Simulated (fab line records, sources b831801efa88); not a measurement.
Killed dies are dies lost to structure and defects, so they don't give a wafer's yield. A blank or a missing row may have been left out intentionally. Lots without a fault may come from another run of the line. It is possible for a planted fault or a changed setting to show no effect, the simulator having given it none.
Which tool is to blame?	flow gf180mcu	Sampling: 11 lots, 33 wafers, 4 of 602 route steps

== WHAT THE GAUGES SHOWED, per wafer ==
GF_CONTACT_RS_MEAS_25: the measuring method here is four-point-probe. Usual: CONTACT_W_RS typically reads 0.383 ohm/sq, with standard deviation 0.0044.
lot	measured	on	CONTACT_W_RS (ohm/sq)	flag
L596	day 16 03:59	film_metro-03	0.380 0.380 0.381	
L597	day 16 16:04	film_metro-02	0.389 0.386 0.389	
L598	day 17 05:54	film_metro-04	0.381 0.384 0.386	
L603	day 18 17:30	film_metro-04	0.377 0.375 0.379	
L604	day 19 02:46	film_metro-02	0.387 0.386 0.391	
L606	day 20 01:54	film_metro-03	0.382 0.386 0.381	
L608	day 20 20:36	film_metro-02	0.380 0.380 0.378	
L609	day 20 23:28	film_metro-02	0.387 0.354 0.394	
L612	day 22 01:56	film_metro-02	0.379 0.381 0.381	
L618	day 24 02:26	film_metro-04	0.381 0.387 0.382	
L619	day 24 03:34	film_metro-04	0.380 0.386 0.387	

GF_CONTACT_THK_MEAS_26: measures by xrf. Usual: CONTACT_W_THK typically reads 298 nm, with standard deviation 3.9.
lot	measured	on	CONTACT_W_THK (nm)	flag
L596	day 16 04:05	film_metro-03	301 303 301	
L597	day 16 16:11	film_metro-02	294 296 292	
L598	day 17 06:00	film_metro-04	299 296 295	
L603	day 18 17:37	film_metro-04	302 303 299	
L604	day 19 02:52	film_metro-02	292 292 289	
L606	day 20 02:01	film_metro-03	296 296 297	
L608	day 20 20:43	film_metro-02	298 301 300	
L609	day 20 23:35	film_metro-02	293 321 287	
L612	day 22 02:04	film_metro-02	302 299 298	
L618	day 24 02:32	film_metro-04	297 293 296	
L619	day 24 03:41	film_metro-04	297 295 291	

== TOOL THAT RAN EACH LOT (tool first, then ch and the chambers of the sampled wafers, then the start) ==
lot	GF_CONTACT_ETCH_16	GF_CONTACT_CVD_24
L596	rie_diel-01 ch 0,1, day 16 03:16	cvd_w-01 ch 0,1, day 16 03:52
L597	rie_diel-03 ch 2,3, day 16 15:24	cvd_w-02 ch 1, day 16 15:58
L598	rie_diel-03 ch 0,1,3, day 17 05:12	cvd_w-01 ch 0,1, day 17 05:48
L603	rie_diel-02 ch 0,1, day 18 16:50	cvd_w-01 ch 0,1, day 18 17:24
L604	rie_diel-03 ch 1,2,3, day 19 02:03	cvd_w-01 ch 1, day 19 02:38
L606	rie_diel-01 ch 1,2,3, day 20 01:13	cvd_w-02 ch 0,1, day 20 01:47
L608	rie_diel-01 ch 0,2,3, day 20 19:55	cvd_w-01 ch 0, day 20 20:29
L609	rie_diel-03 ch 0,2, day 20 22:49	cvd_w-02 ch 0,1, day 20 23:22
L612	rie_diel-01 ch 0,2,3, day 22 01:16	cvd_w-01 ch 0,1, day 22 01:50
L618	rie_diel-02 ch 1,2, day 24 01:44	cvd_w-02 ch 0,1, day 24 02:19
L619	rie_diel-01 ch 0,1, day 24 02:48	cvd_w-02 ch 0, day 24 03:22
- GF_CONTACT_ETCH_16: etches BARC in N2/H2.
- GF_CONTACT_CVD_24: deposits W, target thk 300 nm, time 90.339 s.

== AS READ BY THE TOOLS THEMSELVES (means over the sampled wafers that have a number; for cases with no such wafer, the mark the record gives instead) ==
GF_CONTACT_ETCH_16. Usual: drypump_motor_current_A 5.7 A, standard deviation 0.33; h2_flow_sccm 200.0 sccm, standard deviation 0.65; oes_product_au 0.854 a.u., standard deviation 0.0044; throttle_valve_pct 13.224 %, standard deviation 0.01.
lot	tool	drypump_motor_current_A (A)	h2_flow_sccm (sccm)	oes_product_au (a.u.)	throttle_valve_pct (%)	flag
L596	rie_diel-01	5.1	200.0	0.854	13.220	
L597	rie_diel-03	5.6	199.9	0.853	13.234	
L598	rie_diel-03	6.0	200.6	0.853	13.218	
L603	rie_diel-02	5.9	200.7	0.855	13.225	
L604	rie_diel-03	5.7	200.1	0.856	13.224	
L606	rie_diel-01	5.7	200.4	0.851	13.219	
L608	rie_diel-01	5.6	200.2	0.850	13.238	
L609	rie_diel-03	5.9	199.4	0.850	13.220	
L612	rie_diel-01	5.5	199.8	0.851	13.223	
L618	rie_diel-02	5.8	200.5	0.855	13.224	
L619	rie_diel-01	5.1	199.8	0.853	13.221	

GF_CONTACT_CVD_24. Usual: heater_power_w 857 W, standard deviation 35.
lot	tool	heater_power_w (W)	flag
L596	cvd_w-01	867	
L597	cvd_w-02	860	
L598	cvd_w-01	886	
L603	cvd_w-01	880	
L604	cvd_w-01	900	
L606	cvd_w-02	855	
L608	cvd_w-01	828	
L609	cvd_w-02	839	
L612	cvd_w-01	867	
L618	cvd_w-02	876	
L619	cvd_w-02	815	

== THE ANSWER, worked out from the rows above alone ==
Rule: a lot counts as off when the mean over its wafers that have a number is more than 3 standard deviations away from the usual mean. Also off: a lot with no number at a reading for which 4 or more lots have one. The other lots that the step has rows for count as sound. First the gauges in route order, then the tools' own readings, where a lot's mean is used as printed above. The first step at which some lot is off is used, and at that step the reading that is off furthest; a lot without a number counts as furthest.
Across all readings shown, no lot is off: no conclusion can be drawn from this.

== WHAT THE SIMULATOR PUT IN ==
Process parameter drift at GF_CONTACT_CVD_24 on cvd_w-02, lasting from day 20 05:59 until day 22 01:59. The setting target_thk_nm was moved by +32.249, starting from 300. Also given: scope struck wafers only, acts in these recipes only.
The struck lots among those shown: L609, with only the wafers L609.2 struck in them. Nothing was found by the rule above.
